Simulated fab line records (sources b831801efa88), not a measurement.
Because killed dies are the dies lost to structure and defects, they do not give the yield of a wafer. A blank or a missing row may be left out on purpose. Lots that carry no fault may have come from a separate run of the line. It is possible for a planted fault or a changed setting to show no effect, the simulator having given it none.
Struck lot and sound lot, side by side -- flow sky130 -- 20 out of 708 route steps
Sound: wafers L634.2, L634.4, L634.6. Struck: wafer L651.2. (L651.5 of the same lot was not struck and is left out.) The cause comes at the end.
Per side, at each step with rows, come the tool, then ch with its chambers, and then its first start. Under that, the readings that differ: sound wafers -- struck wafers -- difference of the means -- sigmas: that difference in standard deviations of wafers without a fault.
alike: words and numbers the same on both sides, and readings whose means are apart by under 2 such deviations; not compared: readings that were withheld, readings missing a value for some wafer, numbers with overlapping values and no deviation given by the record, and bounds like >300 which may hide the same value.
Wherever a step has rows on one side only, a row that says differs or no value, or a row with sigmas, the two part there. Non-overlapping numbers with no deviation appear without sigmas and do not part them. A reading that every wafer of one side lacks parts them only if that side has two wafers or more.

first, 5 steps without rows for these wafers: SKY_SD_P_COAT_02 (resist thk 1140 nm); SKY_SD_P_SOFTBAKE_03 (time 60 s); SKY_SD_P_EXPOSE_04 (exposes mask PSDM, target cd 380 nm); SKY_SD_P_PEB_05; SKY_SD_P_DEVELOP_06 (develop time 60 s).
SKY_SD_P_CD_MEAS_07: the cd target is 380 nm.
  sound on cd-sem-02, day 25 22:46; struck on cd-sem-02, day 31 21:13
  alike: cd-nm
SKY_SD_P_OVL_MEAS_08:
  sound on overlay-02, day 25 22:53; struck on overlay-02, day 31 21:20
  alike: SD_P_OVL
following that, these wafers have no rows for 1 step: SKY_SD_P_IMPLANT_09.
SKY_SD_P_STRIP_10: strips in O2/N2.
  sound on plasma-asher-03 ch 0,1, day 25 23:04; struck on plasma-asher-01 ch 1, day 31 21:31
reading,sound,struck,difference,sigmas
strip-time-to-endpoint-s (s),17.52 17.60 17.57,17.46,-0.10,-3
  alike: drypump-motor-current-A, oes-product-au
  not compared: rf-hours-counter-h
SKY_SD_P_TW_MEAS_11:
  sound on film-metro-03, day 25 23:10; struck on film-metro-02, day 31 21:37
  alike: SD_P_TW
then, 2 steps without rows for these wafers: SKY_RES_XHIGH_DEHYDRATE_00 (time 60 s); SKY_RES_XHIGH_HMDS_01 (prime time 60 s).
SKY_RES_XHIGH_COAT_02: resist thk 1140 nm.
  sound on litho-track-01 ch 0, day 26 13:58; struck on litho-track-01 ch 0, day 32 10:34
reading,sound,struck,difference,sigmas
model.NOVOLAK_of_RES_XHIGH_COAT_02.thk-nm (nm),1149 1144 1141,1167,+22,
  alike: dispense-pressure-kPa
then, 3 steps without rows for these wafers: SKY_RES_XHIGH_SOFTBAKE_03 (time 60 s); SKY_RES_XHIGH_EXPOSE_04 (exposes mask URPM, target cd 1270 nm); SKY_RES_XHIGH_PEB_05.
SKY_RES_XHIGH_DEVELOP_06: develop time 60 s.
  sound on litho-track-04 ch 0, day 27 03:34; struck on litho-track-04 ch 0, day 32 22:46
reading,sound,struck,difference,sigmas
model.NOVOLAK_of_RES_XHIGH_COAT_02.thk-nm (nm),1148 1144 1140,1167,+23,
following that, these wafers have no rows for 1 step: SKY_RES_XHIGH_IMPLANT_07.
SKY_RES_XHIGH_STRIP_08: strips in O2/N2.
  sound on plasma-asher-04 ch 0,1, day 27 03:50; struck on plasma-asher-02 ch 0, day 32 23:02
reading,sound,struck,difference,sigmas
drypump-motor-current-A (A),5.2 5.2 5.1,6.2,+1.0,+2
strip-time-to-endpoint-s (s),14.38 14.32 14.29,14.56,+0.23,+5
  alike: oes-product-au
  not compared: rf-hours-counter-h
SKY_RES_XHIGH_TW_MEAS_09:
  sound on film-metro-02, day 27 03:57; struck on film-metro-01, day 32 23:09
reading,sound,struck,difference,sigmas
RES_XHIGH_TW,1621 1625 1639,1680,+52,+2

## WHERE THEY PART
Earliest at SKY_SD_P_STRIP_10; latest, in this record, at SKY_RES_XHIGH_TW_MEAS_09.

WHY: what had been put in by the simulator
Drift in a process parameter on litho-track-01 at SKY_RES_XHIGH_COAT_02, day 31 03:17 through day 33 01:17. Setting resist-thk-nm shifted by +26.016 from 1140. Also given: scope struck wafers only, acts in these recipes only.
